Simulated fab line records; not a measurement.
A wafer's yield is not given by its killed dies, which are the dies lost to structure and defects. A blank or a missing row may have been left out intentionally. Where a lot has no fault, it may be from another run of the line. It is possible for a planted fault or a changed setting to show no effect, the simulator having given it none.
fab line records	flow sfq-line
[record] lots = 14	wafers = 41	last-day = 92
route steps=325 shown I0@54 M5@205 R5@224 I6@276
lots with no fault: from the same line, run without faults
start-h: start of the lot's first displayed wafer, in hours after the record's first day	wait-h: hours from the lot's prior step to this one	" same as the row above	L1.1+2: a single row standing in for several wafers	- no value present, or no start provided	* or withheld: withheld	< > ~ a bound
route shown NAME@n: names a module that has steps shown in the file, with the first one's number in the route	usual: mean and standard deviation over wafers with no fault	same: alike in all rows	chamber/n: place in a boat	sites: each site's reading	_std_site: standard deviation of those values	_edge_site: outer sites' mean less inner sites'	radius-mm: how far each site lies from the wafer's centre	mask NAME#n: copy n	behind: the most recent tool/chamber to have shaped the wafer	hold: what put the lot on hold/how long, in hours/how the hold closed	device: the n, p or np transistor that did not switch	end of line: tests of these same wafers at the route's end	a step without rows: its recipe alone	killed: dies that structure and defects cost at the first sort, which is not the same as the wafer's yield	map: the dies of a wafer, with x for killed, . for not killed, _ for no die there
set.NAME: the setting the step ran with; set.NAME@STEP: the setting that earlier step ran with	model.NAME: the simulator's own value behind a step, which no gauge read
route steps across a sampled set of lots; one table per step, one row per wafer
services: the hour from which a tool's chamber was out of use, counted from the record's first day as start-h (under 0 if before that day), plus the number of hours and why
[[steps]]
[step SFQ_TRILAYER_I0_VIA_BARC_OPEN_VIA_ETCH_046]
[recipe] mask-material = PR	chemistry = O2	target-depth-nm = 125	target = BARC	source-w = 500	bias-w = 80	pressure-mtorr = 30	time-s = 41.7
[usual] drypump-motor-current-A = 5.9/0.43	oes-product-au = 0.685/0.0052	run-length-s = 70.1/0.39
lot.wafer	tool	chamber	start-h	wait-h	drypump-motor-current-A	oes-product-au	rf-hours-counter-h	run-length-s
L893.2	rie-diel-03	0	215.67	0.0	5.3	0.685	147	70.0
L893.5	"	0	"	"	5.3	0.686	-	70.0
L893.6	"	3	"	"	5.6	0.687	-	70.7
L895.1	rie-diel-03	1	220.47	0.0	6.5	0.683	121	70.4
L895.4	"	3	"	"	5.6	0.691	-	70.8
L895.5	"	1	"	"	6.5	0.683	-	70.0
L896.3	rie-diel-01	3	224.07	0.0	6.7	0.683	91	69.6
L896.4	"	2	"	"	5.9	0.686	75	69.8
L896.6	"	2	"	"	5.9	0.688	-	70.5
L897.4	rie-diel-01	3	227.67	0.0	6.7	0.676	91	69.4
L897.5	"	3	"	"	6.7	0.672	-	69.4
L897.6	"	0	"	"	5.6	0.685	-	70.1
L898.4	rie-diel-03	2	234.12	0.0	5.9	0.684	2	70.2
L898.5	"	2	"	"	5.9	0.690	-	70.6
L898.6	"	1	"	"	6.5	0.686	-	69.7
L899.1	rie-diel-02	2	241.32	0.0	6.0	0.693	34	70.4
L899.2	"	3	"	"	5.6	0.684	3	69.3
L899.4	"	1	"	"	5.6	0.688	12	70.2
L900.2	rie-diel-01	1	246.12	0.0	5.4	0.692	104	69.6
L900.3	"	2	"	"	5.9	0.684	76	70.1
L900.6	"	2	"	"	5.9	0.685	-	69.9
L902.2	rie-diel-02	2	260.52	0.0	6.1	0.692	34	70.4
L902.3	"	0	"	"	5.6	0.685	3	70.4
L902.6	"	1	"	"	5.6	0.689	-	70.0
L905.3	rie-diel-03	1	274.47	0.0	6.5	0.693	122	70.2
L905.6	"	0	"	"	5.3	0.679	-	70.1
L908.1	rie-diel-01	3	304.57	0.0	6.7	0.678	93	69.6
L908.2	"	0	"	"	5.6	0.680	116	70.5
L908.5	"	0	"	"	5.6	0.686	-	70.2
L913.1	rie-diel-02	3	328.47	0.0	5.6	0.689	5	69.4
L913.3	"	0	"	"	5.6	0.689	4	70.0
L913.5	"	3	"	"	5.6	0.688	-	69.3
L914.2	rie-diel-01	0	338.07	0.0	5.6	0.680	117	70.5
L914.4	"	2	"	"	5.9	0.682	77	70.3
L914.6	"	0	"	"	5.6	0.691	-	70.3
L915.3	rie-diel-01	1	346.57	0.0	5.4	0.679	106	70.4
L915.4	"	3	"	"	6.6	0.686	94	70.0
L915.5	"	3	"	"	6.6	0.694	-	69.4
L916.2	rie-diel-01	2	354.77	0.0	5.9	0.686	78	69.8
L916.3	"	1	"	"	5.3	0.676	106	69.7
L916.5	"	1	"	"	5.4	0.678	-	69.9
[step SFQ_TRILAYER_M5_BARC_OPEN_METAL_ETCH_161]
[recipe] mask-material = PR	chemistry = O2	target-depth-nm = 125	target = BARC	icp-w = 600	bias-w = 80	pressure-mtorr = 10	time-s = 41.7
[usual] drypump-motor-current-A = 5.8/0.34	oes-product-au = 0.685/0.0046	run-length-s = 70.1/0.43
lot.wafer	tool	chamber	start-h	wait-h	drypump-motor-current-A	oes-product-au	rf-hours-counter-h	run-length-s
L893.2	rie-metal-02	1	1428.89	0.0	6.3	0.695	30	70.3
L893.5	"	1	"	"	6.3	0.686	-	70.1
L893.6	"	0	"	"	5.5	0.685	-	69.6
L895.1	rie-metal-02	1	1432.49	0.0	6.3	0.687	30	70.2
L895.4	"	1	"	"	6.3	0.685	-	70.5
L895.5	"	1	"	"	6.3	0.688	-	70.5
L896.3	rie-metal-01	0	1436.11	0.0	5.5	0.687	-	69.4
L896.4	"	1	"	"	5.4	0.693	-	69.8
L896.6	"	1	"	"	5.4	0.691	-	70.1
L897.4	rie-metal-02	1	1438.51	0.0	6.3	0.687	-	70.5
L897.5	"	1	"	"	6.3	0.692	-	70.3
L897.6	"	0	"	"	5.5	0.685	-	70.0
L898.4	rie-metal-03	1	1442.11	0.0	5.7	0.684	-	70.1
L898.5	"	0	"	"	5.9	0.683	-	70.5
L898.6	"	1	"	"	5.8	0.676	-	69.9
L899.1	rie-metal-02	0	1444.49	0.0	5.5	0.673	118	69.6
L899.2	"	1	"	"	6.3	0.681	32	70.0
L899.4	"	1	"	"	6.3	0.693	-	70.5
L900.2	rie-metal-01	0	1447.56	0.0	5.5	0.683	67	69.3
L900.3	"	1	"	"	5.5	0.678	-	70.4
L900.6	"	1	"	"	5.5	0.683	-	70.3
L902.2	rie-metal-03	0	1454.76	0.0	5.9	0.691	48	70.6
L902.3	"	1	"	"	5.8	0.682	-	69.9
L902.6	"	1	"	"	5.7	0.697	-	70.0
L905.3	rie-metal-01	1	1461.98	0.0	5.4	0.677	-	70.2
L905.6	"	1	"	"	5.4	0.683	-	70.1
L908.1	rie-metal-03	0	1470.36	0.0	5.9	0.681	50	70.5
L908.2	"	1	"	"	5.8	0.687	15	70.0
L908.5	"	1	"	"	5.8	0.688	-	70.4
L913.1	rie-metal-02	0	1591.35	0.0	5.5	0.687	9	70.2
L913.3	"	1	"	"	6.3	0.687	-	70.5
L913.5	"	1	"	"	6.3	0.682	-	70.0
L914.2	rie-metal-02	0	1605.88	0.0	5.5	0.694	11	69.6
L914.4	"	0	"	"	5.5	0.681	-	69.7
L914.6	"	0	"	"	5.5	0.681	-	69.6
L915.3	rie-metal-03	1	1610.70	0.0	5.8	0.690	-	70.5
L915.4	"	0	"	"	5.9	0.691	-	70.9
L915.5	"	0	"	"	5.9	0.686	-	70.6
L916.2	rie-metal-01	0	1618.00	0.0	5.5	0.694	86	69.2
L916.3	"	0	"	"	5.5	0.693	-	69.2
L916.5	"	1	"	"	5.5	0.683	-	69.8
[step SFQ_TRILAYER_R5_BARC_OPEN_METAL_ETCH_177]
[recipe] mask-material = PR	chemistry = O2	target-depth-nm = 125	target = BARC	icp-w = 600	bias-w = 80	pressure-mtorr = 10	time-s = 41.7
[usual] drypump-motor-current-A = 5.89/0.27	oes-product-au = 0.685/0.0048	run-length-s = 70.1/0.47
lot.wafer	tool	chamber	start-h	wait-h	drypump-motor-current-A	oes-product-au	rf-hours-counter-h	run-length-s
L893.2	rie-metal-04	1	1436.89	0.0	6.18	0.684	5	70.2
L893.5	"	0	"	"	5.77	0.685	-	69.4
L893.6	"	1	"	"	6.19	0.687	-	70.4
L895.1	rie-metal-02	1	1441.01	0.0	6.28	0.689	32	69.9
L895.4	"	0	"	"	5.48	0.687	-	69.8
L895.5	"	1	"	"	6.30	0.693	-	70.5
L896.3	rie-metal-03	0	1445.18	0.0	5.92	0.689	-	70.5
L896.4	"	1	"	"	5.74	0.679	-	70.1
L896.6	"	1	"	"	5.71	0.677	-	69.9
L897.4	rie-metal-02	1	1446.38	0.0	6.33	0.680	-	70.3
L897.5	"	1	"	"	6.29	0.687	-	69.9
L897.6	"	0	"	"	5.46	0.682	-	69.9
L898.4	rie-metal-04	1	1570.97	0.0	6.14	0.685	-	70.9
L898.5	"	1	"	"	6.16	0.685	-	70.8
L898.6	"	0	"	"	5.78	0.690	-	69.5
L899.1	rie-metal-03	0	1573.35	0.0	5.91	0.688	65	70.5
L899.2	"	1	"	"	5.74	0.681	29	70.0
L899.4	"	1	"	"	5.76	0.673	-	70.2
L900.2	rie-metal-02	0	1575.75	0.0	5.46	0.681	8	70.0
L900.3	"	0	"	"	5.49	0.690	-	69.6
L900.6	"	1	"	"	6.29	0.692	-	70.1
L902.2	rie-metal-03	0	1581.75	0.0	5.86	0.687	66	70.7
L902.3	"	0	"	"	5.88	0.678	-	71.0
L902.6	"	0	"	"	5.86	0.679	-	70.6
L905.3	rie-metal-02	0	1587.77	0.0	5.47	0.578	-	93.1
L905.6	"	0	"	"	5.48	0.577	-	93.1
L908.1	rie-metal-02	1	1594.95	0.0	6.33	0.579	54	93.2
L908.2	"	0	"	"	5.47	0.579	10	93.2
L908.5	"	1	"	"	6.31	0.576	-	93.4
L913.1	rie-metal-03	0	1715.07	0.0	5.93	0.688	79	70.7
L913.3	"	1	"	"	5.75	0.684	-	70.1
L913.5	"	1	"	"	5.74	0.678	-	70.0
L914.2	rie-metal-03	0	1728.27	0.0	5.88	0.688	81	70.5
L914.4	"	0	"	"	5.89	0.683	-	70.7
L914.6	"	1	"	"	5.75	0.685	-	70.2
L915.3	rie-metal-03	0	1730.69	0.0	5.92	0.687	-	70.5
L915.4	"	1	"	"	5.74	0.681	-	70.1
L915.5	"	1	"	"	5.74	0.684	-	70.0
L916.2	rie-metal-04	0	1736.67	0.0	5.80	0.695	73	69.6
L916.3	"	0	"	"	5.78	0.692	-	69.6
L916.5	"	1	"	"	6.17	0.692	-	70.4
[step SFQ_I6_OVL_MEAS_942]
[usual] I6_OVL = -2/5.3
lot.wafer	tool	chamber	start-h	wait-h	I6_OVL[nm]
L893.2	overlay-01	-	1706.40	0.1	-6
L893.5	"	-	"	"	-3
L893.6	"	-	"	"	-5
L895.1	overlay-01	-	1802.58	0.1	6
L895.4	"	-	"	"	6
L895.5	"	-	"	"	3
L896.3	overlay-02	-	1808.35	0.1	-3
L896.4	"	-	"	"	0
L896.6	"	-	"	"	0
L897.4	overlay-02	-	1811.04	0.1	7
L897.5	"	-	"	"	4
L897.6	"	-	"	"	4
L898.4	overlay-02	-	1815.84	0.1	-2
L898.5	"	-	"	"	-7
L898.6	"	-	"	"	-7
L899.1	overlay-02	-	1818.22	0.1	-2
L899.2	"	-	"	"	-1
L899.4	"	-	"	"	5
L900.2	overlay-02	-	1819.42	0.1	4
L900.3	"	-	"	"	1
L900.6	"	-	"	"	3
L902.2	overlay-02	-	1915.37	0.1	-5
L902.3	"	-	"	"	-1
L902.6	"	-	"	"	-8
L905.3	overlay-01	-	1927.50	0.1	-3
L905.6	"	-	"	"	-8
L908.1	overlay-02	-	1946.82	0.1	-7
L908.2	"	-	"	"	-10
L908.5	"	-	"	"	-4
L913.1	overlay-02	-	2023.22	0.1	1
L913.3	"	-	"	"	1
L913.5	"	-	"	"	-5
L914.2	overlay-01	-	2032.83	0.1	6
L914.4	"	-	"	"	3
L914.6	"	-	"	"	5
L915.3	overlay-02	-	2036.43	0.1	-9
L915.4	"	-	"	"	-9
L915.5	"	-	"	"	-11
L916.2	overlay-02	-	2046.25	0.1	-5
L916.3	"	-	"	"	-3
L916.5	"	-	"	"	-6
[[services]]
tool	chamber	start-h	hours	kind
rie-diel-01	3	204.68	4.6	repair
rie-diel-01	3	288.69	1.3	repair
rie-metal-03	-	297.03	14.6	pm
rie-metal-03	-	341.62	1.4	pm
rie-diel-01	1	356.55	1.4	repair
rie-diel-01	2	373.12	24.5	repair
rie-metal-02	1	412.77	21.5	repair
rie-metal-03	0	500.40	8.5	repair
rie-diel-01	1	504.59	2.0	repair
rie-metal-02	-	688.64	14.6	pm
rie-metal-03	0	705.14	8.4	repair
rie-metal-03	-	821.86	2.8	pm
rie-metal-02	0	871.02	13.8	repair
rie-metal-02	1	891.52	1.6	repair
rie-metal-03	-	1045.41	0.5	repair
rie-metal-02	-	1053.20	2.8	pm
rie-metal-03	-	1127.90	1.1	repair
rie-metal-02	1	1216.63	4.5	repair
rie-metal-02	0	1274.11	13.3	repair
rie-metal-03	-	1332.52	0.1	repair
rie-metal-03	-	1633.16	1.1	repair
rie-metal-03	-	1668.01	2.4	repair
rie-metal-03	-	1672.82	28.1	pm
rie-metal-03	-	1716.63	1.1	repair
[[key]]
[first-sign] step = SFQ_TRILAYER_R5_BARC_OPEN_METAL_ETCH_177	reading = run-length-s	direction = up	sigmas = 49	usual = *	struck = *
[effect] step = SFQ_TRILAYER_R5_BARC_OPEN_METAL_ETCH_177	reading = oes-product-au	direction = down	sigmas = 22	usual = 0.685	struck = 0.578
met-at SFQ_TRILAYER_R5_BARC_OPEN_METAL_ETCH_177
struck-lots L905,L908
not-acting-at SFQ_TRILAYER_I0_VIA_BARC_OPEN_VIA_ETCH_046,SFQ_TRILAYER_M5_BARC_OPEN_METAL_ETCH_161,SFQ_I6_OVL_MEAS_942
onset-between 1575.75 1587.77
[fault] kind = process-parameter-drift	tool = rie-metal-02	chamber = -	onset-h = 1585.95	steps = SFQ_TRILAYER_R5_BARC_OPEN_METAL_ETCH_177	channel = time-s	offset = *	shape = step	end-h = 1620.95	acts-in = *	stated = *
